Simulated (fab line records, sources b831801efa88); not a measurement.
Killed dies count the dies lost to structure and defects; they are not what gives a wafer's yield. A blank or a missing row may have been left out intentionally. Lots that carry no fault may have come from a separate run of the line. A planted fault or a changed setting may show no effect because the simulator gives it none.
fab line records | flow gf180mcu
record lots=6 wafers=18 last-day=34
route steps=602 shown M2@374 V2@382
lots that met no fault: taken from a fault-free run of the same line
start-h: hours from the record's opening day to when the first of the lot's shown wafers began | wait-h: hours elapsed since this lot's preceding step | " identical to the entry in the row above | L1.1+2: several wafers, shown together as one row | - no value, or no start was given | * or withheld: withheld | < > ~ a bound
route shown NAME@n: names a module that has steps shown in the file, with the first one's number in the route | usual: mean/standard deviation of fault-free wafers | same: alike in all rows | chamber/n: place in a boat | sites: readings site by site | _std_site: how widely they spread, as a standard deviation | _edge_site: mean of outer sites minus mean of inner sites | radius-mm: how far each site lies from the wafer's centre | mask NAME#n: copy n | behind: the last tool/chamber to shape the wafer | hold: cause of the lot's hold/its duration in hours/its outcome | device: transistor that didn't switch, given as n, p or np | end of line: the route-end tests of the same wafers | a step without rows: its recipe alone | killed: dies lost to structure and defects at the first sort, not the wafer's yield | map: shows each die of a wafer: x if killed, . if not, _ if none is there
set.NAME: the run value of the setting; set.NAME@STEP: its run value at that earlier step | model.NAME: the simulator's own value behind a step, which no gauge read
a table for each step, a row for each wafer; lots at some steps of the route
services: when a tool's chamber went out of use (start-h, in hours from the record's first day, below 0 if earlier), for how many hours, and the reason
## steps
# step GF_M2_PEB_12
# recipe peb-temp-c=135 peb-time-s=90 resist=KrF
# step GF_M2_DEVELOP_13
# recipe develop-time-s=60 dev-temp-c=21
# step GF_M2_CD_MEAS_14
# recipe target-cd-nm=280
# usual cd-nm=280.4/1.1
# columns lot.wafer tool chamber start-h wait-h cd-nm
L354.4 cd-sem-01 - 512.73 0.1 279.9
L354.5 " - " " 280.9
L354.6 " - " " 280.7
L356.4 cd-sem-01 - 527.23 0.1 282.7
L356.5 " - " " 281.0
L356.6 " - " " 281.7
L355.3 cd-sem-02 - 530.96 0.1 280.7
L355.4 " - " " 279.8
L355.5 " - " " 280.5
L363.3 cd-sem-01 - 581.81 0.1 282.1
L363.4 " - " " 283.0
L363.6 " - " " 281.7
L366.3 cd-sem-02 - 607.70 0.1 279.2
L366.4 " - " " 280.6
L366.6 " - " " 278.6
L368.3 cd-sem-02 - 632.96 0.1 279.6
L368.4 " - " " 279.7
L368.6 " - " " 280.2
# step GF_M2_OVL_MEAS_15
# usual M2_OVL=4/4.5
# columns lot.wafer tool chamber start-h wait-h M2_OVL[nm]
L354.4 overlay-01 - 512.81 0.1 4
L354.5 " - " " 5
L354.6 " - " " -3
L356.4 overlay-02 - 527.31 0.1 4
L356.5 " - " " 9
L356.6 " - " " 6
L355.3 overlay-01 - 531.06 0.1 11
L355.4 " - " " 11
L355.5 " - " " 6
L363.3 overlay-02 - 581.90 0.1 6
L363.4 " - " " 12
L363.6 " - " " 15
L366.3 overlay-02 - 607.79 0.1 -2
L366.4 " - " " 3
L366.6 " - " " 4
L368.3 overlay-01 - 633.05 0.1 6
L368.4 " - " " 8
L368.6 " - " " 6
# step GF_M2_METAL_ETCH_16
# recipe chemistry=Cl2/BCl3 mask-material=KrF target-depth-nm=627.5 stop-on=SiO2 pressure-mtorr=8 icp-w=800 bias-w=140 Cl2_flow_sccm=80 bcl3-flow-sccm=40 time-s=104.6
# usual drypump-motor-current-A=6.09/0.2 oes-product-au=0.971/0.0059 throttle-valve-pct=28.250/0.009
# columns lot.wafer tool chamber start-h wait-h drypump-motor-current-A oes-product-au throttle-valve-pct
L354.4 rie-metal-02 1 512.87 0.0 6.33 0.969 28.249
L354.5 " 1 " " 6.43 0.965 28.260
L354.6 " 0 " " 5.97 0.964 28.254
L356.4 rie-metal-04 0 527.44 0.1 6.17 0.986 28.253
L356.5 " 0 " " 6.16 0.983 28.236
L356.6 " 0 " " 6.16 0.977 28.244
L355.3 rie-metal-02 1 531.12 0.1 6.37 0.972 28.263
L355.4 " 0 " " 5.99 0.975 28.252
L355.5 " 1 " " 6.29 0.967 28.244
L363.3 rie-metal-04 1 581.96 0.1 5.80 0.977 28.235
L363.4 " 0 " " 6.17 0.974 28.238
L363.6 " 0 " " 6.18 0.975 28.246
L366.3 rie-metal-04 0 607.85 0.1 6.19 0.966 28.257
L366.4 " 1 " " 5.80 0.974 28.254
L366.6 " 0 " " 6.20 0.971 28.239
L368.3 rie-metal-02 0 633.11 0.1 5.95 0.958 28.269
L368.4 " 1 " " 6.38 0.973 28.245
L368.6 " 1 " " 6.37 0.969 28.257
# step GF_M2_STRIP_17
# recipe chemistry=O2/N2 power-w=1400 pressure-mtorr=1500 platen-temp-c=250 o2-flow-sccm=3000 n2-flow-sccm=300 overash-fraction=0.5
# usual drypump-motor-current-A=5.6/0.55 heater-power-w=320/37 oes-product-au=0.558/0.0046 strip-time-to-endpoint-s=7.87/0.038
# columns lot.wafer tool chamber start-h wait-h drypump-motor-current-A heater-power-w oes-product-au strip-time-to-endpoint-s
L354.4 plasma-asher-01 1 512.98 0.1 5.4 293 0.560 7.84
L354.5 " 0 " " 5.7 351 0.561 7.85
L354.6 " 1 " " 5.4 294 0.551 7.86
L356.4 plasma-asher-02 0 527.58 0.1 6.4 350 0.551 7.83
L356.5 " 0 " " 6.4 351 0.548 7.82
L356.6 " 1 " " 4.7 275 0.556 7.83
L355.3 plasma-asher-04 1 531.23 0.1 6.0 384 0.553 7.93
L355.4 " 0 " " 5.9 295 0.558 7.85
L355.5 " 1 " " 6.0 386 0.557 7.88
L363.3 plasma-asher-01 1 582.07 0.1 5.4 295 0.556 7.86
L363.4 " 0 " " 5.7 339 0.560 7.90
L363.6 " 1 " " 5.4 295 0.569 7.90
L366.3 plasma-asher-04 0 607.96 0.1 5.9 292 0.558 7.87
L366.4 " 1 " " 6.0 375 0.569 7.92
L366.6 " 1 " " 6.0 370 0.558 7.84
L368.3 plasma-asher-01 0 633.22 0.1 5.7 351 0.554 7.88
L368.4 " 1 " " 5.4 293 0.556 7.85
L368.6 " 1 " " 5.4 300 0.559 7.88
# step GF_M2_STRIP_18
# recipe chemistry=post-etch-residue-remover time-s=1200 temp-c=72.5
# step GF_M2_CLEAN_19
# recipe chemistry=DIW dry=n2-spin
# step GF_V2_CVD_00
# recipe material=SiO2 target-thk-nm=600 sigma-open-frac=0.3 temp-c=400 time-s=100 sih4-flow-sccm=60 pressure-mtorr=6
# step GF_V2_THK_MEAS_01
# recipe reads=SiO2_of_V2_CVD_00
# usual V2_CVD_00_THK=600/6.1
# columns lot.wafer tool chamber start-h wait-h V2_CVD_00_THK[nm]
L354.4 film-metro-04 - 513.92 0.0 599
L354.5 " - " " 601
L354.6 " - " " 608
L356.4 film-metro-04 - 528.19 0.0 596
L356.5 " - " " 601
L356.6 " - " " 604
L355.3 film-metro-03 - 531.91 0.1 605
L355.4 " - " " 605
L355.5 " - " " 602
L363.3 film-metro-01 - 582.66 0.1 609
L363.4 " - " " 608
L363.6 " - " " 610
L366.3 film-metro-04 - 608.56 0.1 606
L366.4 " - " " 607
L366.6 " - " " 610
L368.3 film-metro-03 - 633.81 0.1 595
L368.4 " - " " 593
L368.6 " - " " 600
# step GF_V2_CVD_02
# recipe material=SiO2 target-thk-nm=850 precursor=TEOS temp-c=400 time-s=94.851 rf-w=600
# usual heater-power-w=659/99
# columns lot.wafer tool chamber start-h wait-h heater-power-w since-wet-clean-h
L354.4 pecvd-04 2 513.98 0.1 668 -
L354.5 " 1 " " 561 -
L354.6 " 0 " " 627 -
L356.4 pecvd-03 2 528.26 0.1 545 -
L356.5 " 0 " " 772 -
L356.6 " 1 " " 597 -
L355.3 pecvd-01 1 531.95 0.0 586 566
L355.4 " 2 " " 836 -
L355.5 " 1 " " 478 -
L363.3 pecvd-04 0 582.70 0.0 548 408
L363.4 " 1 " " 561 -
L363.6 " 2 " " 639 -
L366.3 pecvd-04 1 608.60 0.0 657 434
L366.4 " 2 " " 738 -
L366.6 " 0 " " 617 -
L368.3 pecvd-04 0 633.85 0.0 557 459
L368.4 " 0 " " 622 -
L368.6 " 1 " " 673 -
# step GF_V2_THK_MEAS_03
# recipe reads=SiO2_of_V2_CVD_02
# usual V2_CVD_02_THK=847/9.3
# columns lot.wafer tool chamber start-h wait-h V2_CVD_02_THK[nm]
L354.4 film-metro-03 - 514.05 0.0 848
L354.5 " - " " 856
L354.6 " - " " 854
L356.4 film-metro-04 - 528.32 0.0 845
L356.5 " - " " 850
L356.6 " - " " 838
L355.3 film-metro-01 - 532.04 0.1 851
L355.4 " - " " 853
L355.5 " - " " 868
L363.3 film-metro-03 - 582.79 0.1 843
L363.4 " - " " 845
L363.6 " - " " 849
L366.3 film-metro-01 - 608.69 0.1 836
L366.4 " - " " 848
L366.6 " - " " 862
L368.3 film-metro-01 - 633.94 0.1 835
L368.4 " - " " 858
L368.6 " - " " 855
# step GF_V2_CMP_04
# recipe material=SiO2 down-force-psi=4 platen-rpm=60 pad-velocity-m-s=0.94248
# usual edge-zone-pressure-frac=1.000/0.0053 head-pressure-psi=3.998/0.0092 motor-current-A=11.8/1 time-to-endpoint-s=79/5
# columns lot.wafer tool chamber start-h wait-h edge-zone-pressure-frac head-pressure-psi motor-current-A time-to-endpoint-s model.SiO2_of_V2_CVD_02.thk-nm
L354.4 cmp-02 3 514.18 0.1 - - - - 848.4
L354.6 " 1 " " - - - - 853.7
L354.5 " 2 " " - - - - 855.1
L356.4 cmp-02 0 528.45 0.1 - - - - 845
L356.6 " 2 " " - - - - 838.1
L356.5 " 3 " " - - - - 850.8
L355.3 cmp-02 2 532.18 0.1 1.003 3.993 11.5 83 633
L355.4 " 3 " " 1.004 3.995 12.8 82 634
L355.5 " 0 " " 1.000 3.967 10.7 89 632.8
L363.4 cmp-01 0 582.88 0.1 0.999 3.994 13.7 85 633.9
L363.3 " 1 " " 1.010 4.007 11.8 82 632.4
L363.6 " 3 " " 0.994 3.998 12.4 86 632.3
L366.4 cmp-02 0 609.09 0.4 1.006 4.008 11.5 75 631.3
L366.3 " 2 " " 0.998 4.004 11.8 73 631.6
L366.6 " 0 " " 1.009 4.001 11.4 83 631.4
L368.3 cmp-01 3 634.06 0.1 0.996 3.993 12.2 74 632.6
L368.4 " 0 " " 1.001 3.989 13.9 88 632.8
L368.6 " 3 " " 0.982 4.005 12.6 85 632
# step GF_V2_BOW_MEAS_05
# recipe mode=bow
# usual V2_BOW=96/8.2
# columns lot.wafer tool chamber start-h wait-h V2_BOW[um]
L354.4 film-metro-01 - 514.44 0.2 104
L354.5 " - " " 95
L354.6 " - " " 96
L356.4 film-metro-04 - 528.71 0.2 115
L356.5 " - " " 108
L356.6 " - " " 110
L355.3 film-metro-01 - 532.42 0.2 108
L355.4 " - " " 96
L355.5 " - " " 94
L363.3 film-metro-01 - 583.17 0.2 100
L363.4 " - " " 92
L363.6 " - " " 101
L366.3 film-metro-04 - 609.43 0.2 82
L366.4 " - " " 80
L366.6 " - " " 95
L368.3 film-metro-03 - 634.38 0.3 82
L368.4 " - " " 97
L368.6 " - " " 85
# step GF_V2_DEHYDRATE_06
# recipe temp-c=200 time-s=60
# step GF_V2_HMDS_07
# recipe prime-time-s=60 prime-temp-c=120
# step GF_V2_COAT_08
# recipe resist=BARC temp-c=withheld time-s=withheld spin-rpm=withheld resist-thk-nm=withheld
# step GF_V2_COAT_09
# recipe resist=KrF spin-rpm=withheld resist-thk-nm=1000
# step GF_V2_SOFTBAKE_10
# recipe temp-c=130 time-s=60 resist=KrF
# step GF_V2_EXPOSE_11
# recipe mask-id=Via2 target-cd-nm=260 na=0.68 source-shape=conventional sigma-outer=0.6 dose-mj=38
# step GF_V2_PEB_12
# recipe peb-temp-c=135 peb-time-s=90 resist=KrF
# step GF_V2_DEVELOP_13
# recipe develop-time-s=60 resist=KrF dev-temp-c=21
# step GF_V2_CD_MEAS_14
# recipe target-cd-nm=260
# usual cd-nm=259.7/1.2
# columns lot.wafer tool chamber start-h wait-h cd-nm
L354.4 cd-sem-01 - 537.49 0.1 258.1
L354.5 " - " " 258.1
L354.6 " - " " 259.1
L356.4 cd-sem-02 - 550.43 0.1 259.2
L356.5 " - " " 260.7
L356.6 " - " " 260.0
L355.3 cd-sem-02 - 555.21 0.1 261.9
L355.4 " - " " 262.6
L355.5 " - " " 262.2
L363.3 cd-sem-01 - 603.87 0.1 258.6
L363.4 " - " " 258.5
L363.6 " - " " 258.4
L366.3 cd-sem-02 - 630.20 0.1 258.3
L366.4 " - " " 259.2
L366.6 " - " " 259.2
L368.3 cd-sem-01 - 654.87 0.1 259.9
L368.4 " - " " 260.3
L368.6 " - " " 260.8
# step GF_V2_OVL_MEAS_15
# usual V2_OVL=3/4.5
# columns lot.wafer tool chamber start-h wait-h V2_OVL[nm]
L354.4 overlay-02 - 537.57 0.1 4
L354.5 " - " " 5
L354.6 " - " " 5
L356.4 overlay-01 - 550.51 0.1 5
L356.5 " - " " 10
L356.6 " - " " 4
L355.3 overlay-02 - 555.30 0.1 1
L355.4 " - " " 8
L355.5 " - " " 4
L363.3 overlay-02 - 603.96 0.1 0
L363.4 " - " " 6
L363.6 " - " " -4
L366.3 overlay-02 - 630.29 0.1 -4
L366.4 " - " " 0
L366.6 " - " " -1
L368.3 overlay-02 - 654.96 0.1 3
L368.4 " - " " -6
L368.6 " - " " -3
# step GF_V2_ETCH_16
# recipe chemistry=N2/H2 target-depth-a=withheld overetch-a=withheld time-s=withheld target=BARC ion-energy-ev=200 source-w=500 bias-w=100 pressure-mtorr=30 n2-flow-sccm=100 h2-flow-sccm=200
# step GF_V2_ETCH_17
# recipe chemistry=C4F8/O2/Ar mask-material=KrF target=SiO2 stop-on=TiN source-w=1500 bias-w=1200 pressure-mtorr=40 c4f8-flow-sccm=withheld O2_flow_sccm=6 Ar_flow_sccm=300 time-s=withheld target-depth-a=6300
# usual oes-product-au=0.856/0.0048
# columns lot.wafer tool chamber start-h wait-h oes-product-au model.etch.depth-nm model.V2.feature-depth-nm
L354.4 rie-diel-04 0 - - 1.631 828.5 828.5
L354.5 " 0 " " 1.646 835.1 835.1
L354.6 " 3 " " 1.632 827.2 827.2
L356.4 rie-diel-03 0 - - 1.620 824.1 824.1
L356.5 " 3 " " 1.632 829.9 829.9
L356.6 " 2 " " 1.604 810.4 810.4
L355.3 rie-diel-02 1 - - 0.857 633 633
L355.4 " 2 " " 0.857 634 634
L355.5 " 3 " " 0.856 632.8 632.8
L363.3 rie-diel-04 1 - - 0.855 632.4 632.4
L363.4 " 1 " " 0.857 633.9 633.9
L363.6 " 0 " " 0.863 632.3 632.3
L366.3 rie-diel-02 2 - - 0.859 631.6 631.6
L366.4 " 1 " " 0.857 631.3 631.3
L366.6 " 2 " " 0.846 631.4 631.4
L368.3 rie-diel-03 0 - - 0.854 632.6 632.6
L368.4 " 0 " " 0.855 632.8 632.8
L368.6 " 1 " " 0.854 632 632
# step GF_V2_STRIP_18
# recipe chemistry=O2/N2 power-w=1400 pressure-mtorr=1500 platen-temp-c=250 o2-flow-sccm=3000 n2-flow-sccm=300 overash-fraction=0.5
# usual drypump-motor-current-A=5.6/0.62 heater-power-w=325/38 oes-product-au=0.592/0.0046
# columns lot.wafer tool chamber start-h wait-h drypump-motor-current-A heater-power-w oes-product-au
L354.4 plasma-asher-02 0 537.75 - 6.4 363 0.583
L354.5 " 0 " " 6.4 357 0.594
L354.6 " 1 " " 4.7 269 0.585
L356.4 plasma-asher-03 1 550.69 - 5.8 326 0.594
L356.5 " 1 " " 5.8 335 0.595
L356.6 " 0 " " 4.8 332 0.600
L355.3 plasma-asher-04 1 555.49 - 6.0 371 0.589
L355.4 " 0 " " 5.9 293 0.595
L355.5 " 0 " " 5.9 292 0.587
L363.3 plasma-asher-03 1 604.15 - 5.8 329 0.590
L363.4 " 0 " " 4.8 328 0.590
L363.6 " 0 " " 4.8 324 0.586
L366.3 plasma-asher-04 0 630.48 - 5.9 293 0.593
L366.4 " 1 " " 6.0 375 0.593
L366.6 " 1 " " 6.0 370 0.601
L368.3 plasma-asher-04 0 655.15 - 5.9 291 0.590
L368.4 " 1 " " 6.0 382 0.593
L368.6 " 1 " " 6.0 383 0.589
# step GF_V2_STRIP_19
# recipe chemistry=post-etch-residue-remover time-s=1200 temp-c=72.5
# step GF_V2_CLEAN_20
# recipe chemistry=DIW dry=n2-spin
# step GF_V2_SPUTTER_21
# recipe material=Ti target-thk-nm=15 chamber-pressure-pa=5 power-w=2500 substrate-temp-c=200 time-s=80.02
# step GF_V2_SPUTTER_22
# recipe material=TiN target-thk-nm=10 chamber-pressure-pa=5 power-w=4000 time-s=40
# usual throttle-valve-pct=30.4/1.2
# columns lot.wafer tool chamber start-h wait-h throttle-valve-pct
L354.4 pvd-sputter-04 - 538.78 0.0 29.6
L354.5 " - " " 32.4
L354.6 " - " " 27.3
L356.4 pvd-sputter-02 - 551.60 0.0 29.9
L356.5 " - " " 29.7
L356.6 " - " " 32.7
L355.3 pvd-sputter-01 - 556.06 0.0 30.2
L355.4 " - " " 30.2
L355.5 " - " " 30.2
L363.3 pvd-sputter-04 - 604.71 0.0 32.4
L363.4 " - " " 29.4
L363.6 " - " " 29.6
L366.3 pvd-sputter-01 - 631.04 0.0 30.6
L366.4 " - " " 30.8
L366.6 " - " " 30.2
L368.3 pvd-sputter-01 - 655.71 0.0 30.3
L368.4 " - " " 30.6
L368.6 " - " " 30.3
# step GF_V2_CVD_23
# recipe material=W target-thk-nm=350 time-s=104.94 temp-c=400 pressure-torr=40
# step GF_V2_CMP_26
# recipe stop-on=SiO2 down-force-psi=3.5 platen-rpm=60 t-overpolish-s=15 target-thk-nm=0 pad-velocity-m-s=0.94248
# usual edge-zone-pressure-frac=1.001/0.0046 head-pressure-psi=3.499/0.0079 motor-current-A=11.0/0.87
# columns lot.wafer tool chamber start-h wait-h edge-zone-pressure-frac head-pressure-psi motor-current-A model.SiO2_of_V2_CVD_02.thk-nm
L354.4 cmp-01 2 539.70 0.6 0.998 3.496 11.2 844.6
L354.5 " 0 " " 0.999 3.492 11.8 851.3
L354.6 " 1 " " 0.994 3.509 10.9 850
L356.4 cmp-02 3 552.08 0.2 0.995 3.495 11.5 841.2
L356.6 " 0 " " 0.996 3.507 9.6 834.3
L356.5 " 1 " " 1.006 3.496 9.7 847
L355.4 cmp-02 2 556.44 0.1 1.006 3.502 11.1 630.2
L355.3 " 3 " " 1.006 3.498 11.4 629.3
L355.5 " 2 " " 1.001 3.511 10.0 629
L363.4 cmp-01 3 605.66 0.6 1.002 3.506 11.7 630.1
L363.3 " 0 " " 1.009 3.493 12.2 628.6
L363.6 " 2 " " 1.001 3.500 11.3 628.5
L366.4 cmp-01 3 631.42 0.1 0.991 3.511 12.2 627.5
L366.3 " 0 " " 1.001 3.504 11.6 627.8
L366.6 " 2 " " 1.008 3.507 10.7 627.6
L368.3 cmp-01 2 656.14 0.1 1.003 3.486 11.4 628.8
L368.4 " 3 " " 1.001 3.484 11.3 629
L368.6 " 1 " " 0.993 3.492 11.3 628.2
## services
# columns tool chamber start-h hours kind
plasma-asher-03 - 490.37 1.7 repair
rie-metal-04 - 490.99 10.0 pm
rie-metal-04 - 503.55 0.1 repair
pecvd-04 - 505.04 0.7 repair
plasma-asher-03 - 505.22 4.9 repair
plasma-asher-03 - 507.62 1.7 repair
rie-diel-03 0 514.56 21.5 repair
cmp-01 - 515.96 1.5 repair
rie-metal-02 1 531.91 3.2 repair
rie-diel-04 - 531.99 0.4 repair
rie-metal-02 0 537.32 8.8 repair
cmp-02 - 537.78 8.8 pm
pvd-sputter-01 - 547.60 4.8 repair
rie-diel-04 3 548.77 1.6 repair
cmp-02 - 572.00 4.0 pm
rie-diel-04 1 574.37 8.4 repair
cmp-01 - 576.18 1.5 repair
plasma-asher-04 - 579.89 2.6 repair
cmp-02 - 584.04 7.7 pm
cmp-01 - 591.76 8.7 pm
cmp-01 - 606.41 5.8 repair
cmp-02 - 619.13 0.9 repair
cmp-01 - 638.35 1.1 repair
pecvd-04 2 638.46 3.5 repair
## key
first-sign step=GF_V2_CMP_04 reading=tool-record direction=missing
effect step=GF_V2_ETCH_17 reading=oes-product-au direction=up sigmas=99+ usual=0.856 struck=1.627
model-effect step=GF_V2_CMP_04 value=SiO2_of_V2_CVD_02.thk-nm without=632.4 struck=848.5
model-effect step=GF_V2_ETCH_17 value=etch.depth-nm without=632.4 struck=825.9
model-effect step=GF_V2_CMP_26 value=SiO2_of_V2_CVD_02.thk-nm without=628.6 struck=844.7
met-at GF_V2_CMP_04
struck-wafers L354.4,L354.5,L354.6,L356.4,L356.5,L356.6
later-rows-left-out L354.4,L354.5,L354.6,L356.4,L356.5,L356.6
sort-left-out L354.4,L354.5,L354.6,L356.4,L356.5,L356.6
fault kind=skipped-step-whole tool=cmp-02 chamber=- onset-h=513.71 steps=GF_V2_CMP_04 scope=struck-lots-only
# sort-left-out: the simulated sort isn't trusted on such a fault, so these wafers' sort isn't shown, and their yield isn't known
# later-rows-left-out: the simulator's readings of these wafers behind a module that went badly wrong aren't trusted and aren't shown, but for the sort
